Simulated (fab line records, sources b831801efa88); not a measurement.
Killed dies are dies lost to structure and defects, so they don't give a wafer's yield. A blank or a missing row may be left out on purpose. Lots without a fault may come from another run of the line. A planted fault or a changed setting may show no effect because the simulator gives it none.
A struck lot beside a sound one | flow sky130 | 29 steps out of a route of 708
Sound: wafers L321.2, L321.3, L321.5. Struck: wafers L330.1, L330.2, L330.3. The cause comes at the end.
At each step with rows: each side's tool, then ch and its chambers, then its first start. Under that, the readings that differ: sound wafers | struck wafers | difference of the means | sigmas: that difference in standard deviations of wafers without a fault.
alike: readings whose means differ by less than 2 such deviations, and words and numbers that are the same on both sides. not compared: withheld readings, readings that some wafer has no value for, bounds like >300 that may hide the same value, and numbers for which the record gives no deviation and whose values overlap.
The two part at a step that has a row with sigmas, a row that says differs or no value, or rows on one side only. Numbers that don't overlap but have no deviation are shown without sigmas and don't part them. A reading that every wafer of one side lacks parts them only if that side has two wafers or more.

first, 5 steps without rows for these wafers: SKY_SONOS_ONO_COAT_08 (resist thk 1140 nm); SKY_SONOS_ONO_SOFTBAKE_09 (time 60 s); SKY_SONOS_ONO_EXPOSE_10 (exposes mask ONOM, target cd 410 nm); SKY_SONOS_ONO_PEB_11; SKY_SONOS_ONO_DEVELOP_12 (develop time 60 s).
SKY_SONOS_ONO_CD_MEAS_13: target cd 410 nm.
  sound on cd_sem-02, day 14 15:36; struck on cd_sem-02, day 17 10:08
  reading    | sound             | struck            | difference | sigmas
  cd_nm (nm) | 410.6 410.6 412.5 | 407.2 406.4 406.2 | -4.6       | -2
SKY_SONOS_ONO_OVL_MEAS_14:
  sound on overlay-01, day 14 15:43; struck on overlay-01, day 17 10:15
  alike: SONOS_ONO_OVL
SKY_SONOS_ONO_ETCH_15: etches the open film in CHF3/O2, target depth 19.52 nm, time 7.8 s.
  sound on rie_diel-01 ch 0,2, day 14 15:44; struck on rie_diel-01 ch 0,1,2, day 17 10:17
  alike: chamber_pressure_mTorr, drypump_motor_current_A, oes_product_au, throttle_valve_pct
  not compared: rf_hours_counter_h
then, 1 step without rows for these wafers: SKY_SONOS_ONO_WET_ETCH_16 (etches SiO2 in dHF, target depth 14 nm, time 280 s).
SKY_SONOS_ONO_STRIP_17: strips in O2/N2.
  sound on plasma_asher-03 ch 0,1, day 14 15:56; struck on plasma_asher-02 ch 0,1, day 17 10:23
  alike: chamber_pressure_mTorr, drypump_motor_current_A, n2_flow_sccm, o2_flow_sccm, oes_product_au, strip_time_to_endpoint_s
  not compared: rf_hours_counter_h
then, 2 steps without rows for these wafers: SKY_SONOS_ONO_WET_ETCH_18 (etches Si3N4 in H3PO4, target depth 15 nm, time 172 s); SKY_GATE_OXIDE_CLEAN_00 (cleans in SC1/SC2, time 150 s).
SKY_GATE_OXIDE_OXIDATION_01: stabilise 600 s, purge 300 s, target thk 10.268 nm.
  sound on furnace-01 ch 0, day 14 17:08; struck on furnace-01 ch 0, day 17 10:36
  reading                                           | sound            | struck            | difference | sigmas
  model.SiO2_of_GATE_OXIDE_OXIDATION_01.thk_nm (nm) | 10.63 10.5 10.68 | 9.644 9.744 9.823 | -0.866     |
  alike: spike_tc_centre_C, zone_power_bottom_pct, zone_power_top_pct, zone_power_upper_pct
SKY_GATE_OXIDE_THK_MEAS_02:
  sound on film_metro-01, day 14 18:33; struck on film_metro-01, day 17 12:01
  reading                          | sound             | struck         | difference | sigmas
  GATE_OXIDE_OXIDATION_00_THK (nm) | 10.64 10.49 10.74 | 9.64 9.76 9.81 | -0.89      | -4
  not compared: hold
then, 6 steps without rows for these wafers: SKY_GATE_OXIDE_HMDS_04 (prime time 60 s); SKY_GATE_OXIDE_COAT_05 (resist thk 1140 nm); SKY_GATE_OXIDE_SOFTBAKE_06 (time 60 s); SKY_GATE_OXIDE_EXPOSE_07 (exposes mask LVOM, target cd 600 nm); SKY_GATE_OXIDE_PEB_08; SKY_GATE_OXIDE_DEVELOP_09 (develop time 60 s).
SKY_GATE_OXIDE_OVL_MEAS_10:
  sound on overlay-01, day 15 21:14; struck on overlay-01, day 18 18:23
  alike: GATE_OXIDE_OVL
then, 2 steps without rows for these wafers: SKY_GATE_OXIDE_IMPLANT_11; SKY_GATE_OXIDE_WET_ETCH_12 (etches SiO2 in dHF, target depth 16.8 nm, time 336 s).
SKY_GATE_OXIDE_STRIP_13: strips in O2/N2.
  sound on plasma_asher-02 ch 0, day 15 21:31; struck on plasma_asher-04 ch 0,1, day 18 18:41
  reading             | sound             | struck            | difference | sigmas
  n2_flow_sccm (sccm) | 301.4 301.4 302.0 | 299.5 301.4 298.3 | -1.9       | -2
  alike: chamber_pressure_mTorr, drypump_motor_current_A, o2_flow_sccm, oes_product_au, strip_time_to_endpoint_s
  not compared: rf_hours_counter_h
SKY_GATE_OXIDE_TW_MEAS_14:
  sound on film_metro-01, day 15 21:38; struck on film_metro-04, day 18 18:47
  reading       | sound             | struck            | difference | sigmas
  GATE_OXIDE_TW | 226.3 226.4 225.8 | 223.3 223.8 224.9 | -2.2       | -2
  not compared: hold
then, 1 step without rows for these wafers: SKY_GATE_OXIDE_CLEAN_15 (cleans in SC1/SC2, time 150 s).
SKY_GATE_OXIDE_OXIDATION_16: stabilise 600 s, purge 300 s, target thk 3.57 nm.
  sound on furnace-01 ch 0, day 16 00:29; struck on furnace-02 ch 0, day 18 20:30
  reading                                           | sound             | struck            | difference | sigmas
  zone_power_top_pct (%)                            | 29.2 29.0 29.5    | 23.5 23.8 23.6    | -5.6       | -2
  model.SiO2_of_GATE_OXIDE_OXIDATION_01.thk_nm (nm) | 11.97 11.82 12.02 | 11.09 11.14 11.24 | -0.78      |
  alike: spike_tc_centre_C, zone_power_bottom_pct, zone_power_upper_pct
then, 1 step without rows for these wafers: SKY_POLY_GATE_CVD_00 (deposits poly-Si, target thk 180 nm, time 720 s).
-- the record jumps here: 31 days lie between the struck wafers' starts before and after (it left off in module POLY_GATE and takes up again in module PAD_OPEN, whose first step shown is number 708 of the route) --
SKY_PAD_OPEN_PROBE_99:
  sound on prober-02, day 47 14:41; struck on prober-01, day 49 13:32
  reading                                | sound                        | struck                        | difference | sigmas
  model.etest.nfet_16v.r_on_ohm_um       | 1.434e+04 1.43e+04 1.444e+04 | 1.345e+04 1.335e+04 1.356e+04 | -9.067e+02 |
  model.etest.tip_sonos.rs_ohm_sq        | 2735 2707 2750               | 2610 2587 2615                | -127       |
  model.etest.pfet_g5v0d10v5.r_on_ohm_um | 4826 4778 4818               | 4638 4668 4584                | -177       |
  model.etest.nfet_g5v0d10v5.r_on_ohm_um | 1886 1887 1892               | 1818 1846 1826                | -58        |
  model.etest.nfet_g5v0d10v5.drive_ua_um | 597.1 601.2 591.2            | 637.1 627.5 631.2             | +35.4      |
  model.etest.nfet_05v0_nvt.drive_ua_um  | 561.9 567.6 564.6            | 603.1 599.9 600.6             | +36.5      |
  model.etest.pfet_g5v0d10v5.drive_ua_um | 335.6 337.3 337              | 352.8 353.4 353               | +16.4      |
  model.etest.nfet_16v.drive_ua_um       | 215.3 217.3 213.7            | 238 237.1 233.8               | +21        |
  alike: killed_at_M0_to_M3, killed_at_M4_up, killed_at_contacts, killed_at_front_end, killed_at_other, killed_dies, killed_open, killed_short

WHERE THEY PART
First at SKY_SONOS_ONO_CD_MEAS_13; last, within this record, at SKY_GATE_OXIDE_OXIDATION_16. Later steps at which nothing parts them and some readings are alike: SKY_PAD_OPEN_PROBE_99.

WHY: what the simulator had put in
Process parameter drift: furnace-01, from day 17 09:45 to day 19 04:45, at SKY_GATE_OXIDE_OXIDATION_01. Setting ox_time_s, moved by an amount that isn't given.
